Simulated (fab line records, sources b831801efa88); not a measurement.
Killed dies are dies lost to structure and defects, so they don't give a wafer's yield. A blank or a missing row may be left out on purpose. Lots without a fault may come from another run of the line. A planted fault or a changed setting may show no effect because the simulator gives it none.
Which tool did it? | flow gf180mcu | 13 lots, 39 wafers sampled, at 4 steps of a route of 602

WHAT THE GAUGES READ, wafer by wafer
GF_V1_THK_MEAS_25: measures by xrf. Usual: V1_W_THK 357 nm, standard deviation 5.7.
lot  | measured     | on            | V1_W_THK (nm) | flag
L901 | day 18 09:52 | film_metro-02 | 351 352 357   |
L902 | day 18 15:47 | film_metro-01 | 359 366 361   |
L903 | day 19 11:18 | film_metro-01 | 361 358 357   |
L904 | day 19 18:38 | film_metro-02 | 353 353 351   |
L906 | day 20 12:17 | film_metro-02 | 364 365 365   |
L913 | day 23 00:31 | film_metro-01 | 351 354 352   |
L914 | day 23 06:44 | film_metro-02 | 352 356 360   |
L915 | day 23 20:53 | film_metro-03 | 362 359 358   |
L916 | day 23 23:00 | film_metro-01 | 353 351 351   |
L917 | day 24 04:54 | film_metro-01 | 360 358 356   |
L918 | day 24 14:16 | film_metro-02 | 346 346 352   |
L919 | day 24 23:13 | film_metro-01 | 362 373 376   |
L921 | day 25 13:25 | film_metro-01 | 358 355 356   |

GF_M2_CD_MEAS_14: target cd 280 nm. Usual: cd_nm 279.8 nm, standard deviation 1.3.
lot  | measured     | on        | cd_nm (nm)        | flag
L901 | day 19 10:47 | cd_sem-02 | 278.7 279.7 281.4 |
L902 | day 19 16:55 | cd_sem-01 | 277.9 279.9 279.3 |
L903 | day 20 11:57 | cd_sem-02 | 278.2 278.2 278.8 |
L904 | day 20 18:38 | cd_sem-02 | 279.1 279.2 278.0 |
L906 | day 21 13:04 | cd_sem-01 | 280.0 279.5 279.5 |
L913 | day 23 23:31 | cd_sem-01 | 278.1 277.1 279.6 |
L914 | day 24 05:34 | cd_sem-02 | 273.8 274.2 272.5 | OFF
L915 | day 24 19:20 | cd_sem-02 | 273.8 273.8 274.5 | OFF
L916 | day 24 21:21 | cd_sem-02 | 281.7 281.7 281.3 |
L917 | day 25 03:21 | cd_sem-01 | 278.1 278.5 278.0 |
L918 | day 25 12:10 | cd_sem-01 | 281.7 281.6 283.1 |
L919 | day 25 21:44 | cd_sem-02 | 278.7 280.1 279.0 |
L921 | day 26 11:25 | cd_sem-02 | 279.5 279.9 279.1 |

GF_V2_THK_MEAS_03. Usual: V2_CVD_02_THK 851 nm, standard deviation 12.
lot  | measured     | on            | V2_CVD_02_THK (nm) | flag
L901 | day 19 11:48 | film_metro-02 | 840 831 843        |
L902 | day 19 18:27 | film_metro-04 | 839 843 853        |
L903 | day 20 12:59 | film_metro-04 | 862 872 861        |
L904 | day 20 19:40 | film_metro-04 | 839 849 862        |
L906 | day 21 14:05 | film_metro-02 | 852 844 853        |
L913 | day 24 00:32 | film_metro-04 | 824 837 849        |
L914 | day 24 06:40 | film_metro-02 | 842 862 855        |
L915 | day 24 20:19 | film_metro-02 | 856 868 847        |
L916 | day 24 22:25 | film_metro-04 | 846 864 863        |
L917 | day 25 04:22 | film_metro-03 | 831 841 867        |
L918 | day 25 13:11 | film_metro-03 | 833 844 857        |
L919 | day 25 22:49 | film_metro-04 | 873 856 867        |
L921 | day 26 12:30 | film_metro-02 | 848 865 854        |

WHICH TOOL RAN EACH LOT (tool, then ch and the chambers of the sampled wafers, then the start)
lot  | GF_M2_PEB_12
L901 | litho_track-03 ch 0, day 19 10:26
L902 | litho_track-02 ch 0, day 19 16:34
L903 | litho_track-01 ch 0, day 20 11:36
L904 | litho_track-02 ch 0, day 20 18:18
L906 | litho_track-03 ch 0, day 21 12:43
L913 | litho_track-01 ch 0, day 23 23:11
L914 | litho_track-03 ch 0, day 24 05:13
L915 | litho_track-03 ch 0, day 24 19:01
L916 | litho_track-01 ch 0, day 24 21:00
L917 | litho_track-01 ch 0, day 25 03:00
L918 | litho_track-02 ch 0, day 25 11:49
L919 | litho_track-01 ch 0, day 25 21:25
L921 | litho_track-01 ch 0, day 26 11:05
- GF_M2_PEB_12: peb time 90 s.

WHAT THE TOOLS THEMSELVES READ (means of the sampled wafers that have a number; where no wafer has one, the mark that the record gives instead)
GF_M2_PEB_12. Usual: heater_power_total_W 85.69 W, standard deviation 0.072.
lot  | tool           | heater_power_total_W (W) | flag
L901 | litho_track-03 | 85.71                    |
L902 | litho_track-02 | 85.73                    |
L903 | litho_track-01 | 85.69                    |
L904 | litho_track-02 | 85.71                    |
L906 | litho_track-03 | 85.61                    |
L913 | litho_track-01 | 85.71                    |
L914 | litho_track-03 | 85.66                    |
L915 | litho_track-03 | 85.72                    |
L916 | litho_track-01 | 85.67                    |
L917 | litho_track-01 | 85.68                    |
L918 | litho_track-02 | 85.61                    |
L919 | litho_track-01 | 85.72                    |
L921 | litho_track-01 | 85.72                    |

THE ANSWER, worked out from the rows above alone
Rule: a lot is off if the mean of its wafers that have a number lies more than 3 standard deviations from the usual mean. A lot without any number at a reading at which 4 lots or more have one is off too. The other lots that the step has rows for count as sound. The gauges are gone through in route order, then the tools' own readings, and for those a lot's mean is taken as printed above. The first step at which some lot is off is used, and at that step the reading that is off furthest; a lot without a number counts as furthest.
Off: L914, L915, at GF_M2_CD_MEAS_14 (cd_nm).
A tool fits if, at a process step before that reading, it ran every lot that is off, and no sound lot after the first of them. The gauges at GF_M2_CD_MEAS_14 are tried like those tools. One fits: litho_track-03 at GF_M2_PEB_12. Its last sound lot is L906 (day 21 12:43), its first lot that is off L914 (day 24 05:13): a fault that began between those two fits.

WHAT THE SIMULATOR HAD PUT IN
Process parameter drift: litho_track-03, from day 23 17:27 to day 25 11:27, at GF_M2_PEB_12. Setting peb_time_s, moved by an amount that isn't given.
Lots struck among those shown: L914, L915. The rule above found the same.
